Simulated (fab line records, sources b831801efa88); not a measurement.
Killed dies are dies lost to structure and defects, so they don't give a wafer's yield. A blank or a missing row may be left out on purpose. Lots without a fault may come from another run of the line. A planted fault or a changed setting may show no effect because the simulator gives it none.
Which tool did it? | flow gf180mcu | 7 lots, 21 wafers sampled, at 2 steps of a route of 602

WHAT THE GAUGES READ, wafer by wafer
GF_VT_IMPLANT_TW_MEAS_43.
lot  | measured     | on            | VT_IMPLANT_4_TW
L729 | day 8 12:08  | film_metro-01 | 692 691 689
L731 | day 8 21:11  | film_metro-01 | 690 693 690
L733 | day 9 10:53  | film_metro-03 | 684 686 688
L736 | day 10 05:41 | film_metro-02 | 682 684 682
L739 | day 11 03:47 | film_metro-01 | 747 746 751
L741 | day 11 15:02 | film_metro-03 | 689 683 687
L748 | day 13 16:51 | film_metro-02 | 684 688 683

WHICH TOOL RAN EACH LOT (tool, then ch and the chambers of the sampled wafers, then the start)
lot  | GF_VT_IMPLANT_IMPLANT_41
L729 | implanter-04 ch 0, day 8 11:53
L731 | implanter-03 ch 0, day 8 20:56
L733 | implanter-01 ch 0, day 9 10:40
L736 | implanter-01 ch 0, day 10 05:28
L739 | implanter-01 ch 0, day 11 03:32
L741 | implanter-03 ch 0, day 11 14:47
L748 | implanter-03 ch 0, day 13 16:37
- GF_VT_IMPLANT_IMPLANT_41

THE ANSWER, worked out from the rows above alone
Rule: what is usual is taken from the lots themselves. Put in order of their means at a reading, lots are off if they are a third of the lots or fewer, leave a main group of 4 or more, and stand apart from it by a gap of 3 or more times the standard deviation of the main group's means; of several such gaps the widest counts. A main group whose means are all the same, to the digits that the tables above print for the reading, isn't used. A lot without any number at a reading at which 4 lots or more have one is off too. The other lots that the step has rows for count as sound.
Off: L739, at GF_VT_IMPLANT_TW_MEAS_43 (VT_IMPLANT_4_TW). The main group: mean 687, standard deviation 3.
A tool fits if, at a process step before that reading, it ran every lot that is off, and no sound lot after the first of them. The gauges at GF_VT_IMPLANT_TW_MEAS_43 are tried like those tools. Can't be told from this: 2 tools fit, implanter-01 at GF_VT_IMPLANT_IMPLANT_41, film_metro-01 at GF_VT_IMPLANT_TW_MEAS_43.

WHAT THE SIMULATOR HAD PUT IN
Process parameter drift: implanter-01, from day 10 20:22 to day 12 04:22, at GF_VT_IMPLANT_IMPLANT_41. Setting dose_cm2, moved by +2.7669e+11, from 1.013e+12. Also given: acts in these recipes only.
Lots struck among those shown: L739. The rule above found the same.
